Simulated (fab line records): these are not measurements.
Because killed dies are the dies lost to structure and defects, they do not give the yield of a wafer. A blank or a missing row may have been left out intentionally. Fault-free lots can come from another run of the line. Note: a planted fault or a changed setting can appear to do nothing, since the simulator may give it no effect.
Which tool was responsible? | flow sky130 | Sampling: 10 lots, 28 wafers, 6 of 708 route steps

== WHAT EACH GAUGE READ, for each wafer ==
SKY_CAPM_RS_MEAS_03: the measuring method here is four-point-probe.
lot  | measured     | on            | CAPM_TIN_RS (ohm/sq)
L421 | day 35 22:23 | film-metro-04 | 6.98 7.02 6.95
L422 | day 36 15:47 | film-metro-04 | 7.01 7.04 6.96
L424 | day 37 12:36 | film-metro-02 | 6.92 6.94 6.85
L429 | day 39 00:29 | film-metro-03 | 6.87 18.27
L430 | day 39 03:38 | film-metro-04 | 18.03 17.60
L437 | day 41 12:00 | film-metro-03 | 6.96 6.98 6.98
L439 | day 41 22:35 | film-metro-04 | 6.86 6.87 6.91
L441 | day 42 22:26 | film-metro-03 | 6.92 6.95 7.01
L443 | day 43 07:01 | film-metro-04 | 6.93 6.90 6.90
L444 | day 43 09:16 | film-metro-03 | 6.86 6.89 6.83

SKY_CAPM_THK_MEAS_04: measures by xrf.
lot  | measured     | on            | CAPM_TIN_THK (nm)
L421 | day 35 22:31 | film-metro-04 | 198.3 197.1 199.3
L422 | day 36 15:53 | film-metro-04 | 198.1 198.0 198.8
L424 | day 37 12:41 | film-metro-02 | 199.9 199.2 201.0
L429 | day 39 00:37 | film-metro-03 | 199.8 78.0
L430 | day 39 03:44 | film-metro-04 | 79.3 81.0
L437 | day 41 12:05 | film-metro-03 | 196.8 197.3 197.8
L439 | day 41 22:42 | film-metro-04 | 202.7 201.6 200.1
L441 | day 42 22:34 | film-metro-03 | 199.7 198.0 195.9
L443 | day 43 07:08 | film-metro-04 | 199.2 200.0 200.3
L444 | day 43 09:22 | film-metro-03 | 200.8 201.2 202.3

SKY_CAPM_OVL_MEAS_12.
lot  | measured     | on         | CAPM_OVL (nm)
L421 | day 36 23:55 | overlay-01 | 2.3 1.6 1.5
L422 | day 37 17:04 | overlay-02 | -2.5 -3.3 -2.2
L424 | day 38 13:49 | overlay-01 | 0.1 0.2 -1.6
L429 | day 40 01:14 | overlay-02 | -1.0 -1.7
L430 | day 40 03:22 | overlay-01 | -2.1 0.3
L437 | day 42 12:24 | overlay-01 | -0.4 0.0 -0.6
L439 | day 42 22:02 | overlay-01 | 1.4 -1.2 -0.9
L441 | day 43 20:46 | overlay-02 | -1.2 -1.8 -0.1
L443 | day 44 05:08 | overlay-01 | -1.6 -1.6 -0.4
L444 | day 44 07:55 | overlay-01 | 0.9 -0.6 -2.8

== WHICH TOOL RAN EACH LOT (tool, then ch and the chambers of the sampled wafers, then the start) ==
lot  | SKY_LI_CONTACT_SPUTTER_19    | SKY_VIA2_STRIP_16                    | SKY_CAPM_SPUTTER_02
L421 | pvd-sputter-04, day 28 17:43 | plasma-asher-03 ch 1, day 35 20:47   | pvd-sputter-01, day 35 22:17
L422 | pvd-sputter-01, day 29 12:40 | plasma-asher-04 ch 0,1, day 36 14:08 | pvd-sputter-03, day 36 15:39
L424 | pvd-sputter-03, day 30 10:03 | plasma-asher-04 ch 0,1, day 37 10:58 | pvd-sputter-03, day 37 12:26
L429 | pvd-sputter-04, day 32 02:00 | plasma-asher-04 ch 0,1, day 38 22:53 | pvd-sputter-03, day 39 00:23
L430 | pvd-sputter-01, day 32 03:26 | plasma-asher-03 ch 1, day 39 02:02   | pvd-sputter-03, day 39 03:29
L437 | pvd-sputter-03, day 34 19:29 | plasma-asher-02 ch 0,1, day 41 10:20 | pvd-sputter-04, day 41 11:50
L439 | pvd-sputter-03, day 35 04:23 | plasma-asher-03 ch 0, day 41 20:57   | pvd-sputter-03, day 41 22:28
L441 | pvd-sputter-04, day 36 05:29 | plasma-asher-03 ch 0,1, day 42 20:47 | pvd-sputter-03, day 42 22:20
L443 | pvd-sputter-01, day 36 15:11 | plasma-asher-03 ch 0,1, day 43 05:18 | pvd-sputter-04, day 43 06:53
L444 | pvd-sputter-04, day 36 22:58 | plasma-asher-03 ch 0,1, day 43 07:35 | pvd-sputter-01, day 43 09:08
- SKY_LI_CONTACT_SPUTTER_19: material Ti, target thk 20 nm, time 106.37 s.
- SKY_VIA2_STRIP_16: strips in O2/N2.
- SKY_CAPM_SPUTTER_02: material TiN, target thk 200 nm, time 166.7 s.

== WHAT THE TOOLS THEMSELVES READ (means of the sampled wafers that have a number; where no wafer has one, the mark that the record gives instead) ==
SKY_LI_CONTACT_SPUTTER_19.
lot  | tool           | throttle-valve-pct (%)
L421 | pvd-sputter-04 | 31.2
L422 | pvd-sputter-01 | 29.3
L424 | pvd-sputter-03 | 30.2
L429 | pvd-sputter-04 | 30.6
L430 | pvd-sputter-01 | 28.6
L437 | pvd-sputter-03 | 31.2
L439 | pvd-sputter-03 | 29.5
L441 | pvd-sputter-04 | 28.8
L443 | pvd-sputter-01 | 29.2
L444 | pvd-sputter-04 | 29.8

SKY_VIA2_STRIP_16.
lot  | tool            | drypump-motor-current-A (A) | oes-product-au (a.u.) | strip-time-to-endpoint-s (s)
L421 | plasma-asher-03 | 5.74                        | 0.400                 | 4.048
L422 | plasma-asher-04 | 5.34                        | 0.401                 | 4.037
L424 | plasma-asher-04 | 5.44                        | 0.399                 | 4.049
L429 | plasma-asher-04 | 5.37                        | 0.398                 | 4.059
L430 | plasma-asher-03 | 5.74                        | 0.398                 | 4.054
L437 | plasma-asher-02 | 5.58                        | 0.398                 | 4.038
L439 | plasma-asher-03 | 5.58                        | 0.396                 | 4.063
L441 | plasma-asher-03 | 5.63                        | 0.398                 | 4.039
L443 | plasma-asher-03 | 5.63                        | 0.400                 | 4.045
L444 | plasma-asher-03 | 5.63                        | 0.401                 | 4.078

SKY_CAPM_SPUTTER_02.
lot  | tool           | throttle-valve-pct (%)
L421 | pvd-sputter-01 | 30.2
L422 | pvd-sputter-03 | 30.3
L424 | pvd-sputter-03 | 29.5
L429 | pvd-sputter-03 | 31.2
L430 | pvd-sputter-03 | 31.1
L437 | pvd-sputter-04 | 30.0
L439 | pvd-sputter-03 | 30.1
L441 | pvd-sputter-03 | 29.6
L443 | pvd-sputter-04 | 29.8
L444 | pvd-sputter-01 | 29.8

== THE ANSWER, worked out from the rows above alone ==
Rule: what is usual is taken from the lots themselves. Put in order of their means at a reading, lots are off if they are a third of the lots or fewer, leave a main group of 4 or more, and stand apart from it by a gap of 3 or more times the standard deviation of the main group's means; of several such gaps the widest counts. A main group whose means are all the same, to the digits that the tables above print for the reading, isn't used. A lot without any number at a reading at which 4 lots or more have one is off too. The other lots that the step has rows for count as sound. First the gauges in route order, then the tools' own readings, where a lot's mean is used as printed above. At the first step where some lot is off, the reading lying furthest off is the one used; lots without a number count as furthest.
Off: L429, L430, seen at SKY_CAPM_RS_MEAS_03 (CAPM_TIN_RS). The main group: mean 6.93 ohm/sq, standard deviation 0.049.
If a tool, at a process step before that reading, ran all the lots that are off and no sound lot after the first of them, it fits. The gauges at SKY_CAPM_RS_MEAS_03 aren't tried: what is off there is off at SKY_CAPM_SPUTTER_02 too, on other tools, and a gauge's error can't cause that. Of those tried, none fits.

== WHAT THE SIMULATOR HAD INSERTED ==
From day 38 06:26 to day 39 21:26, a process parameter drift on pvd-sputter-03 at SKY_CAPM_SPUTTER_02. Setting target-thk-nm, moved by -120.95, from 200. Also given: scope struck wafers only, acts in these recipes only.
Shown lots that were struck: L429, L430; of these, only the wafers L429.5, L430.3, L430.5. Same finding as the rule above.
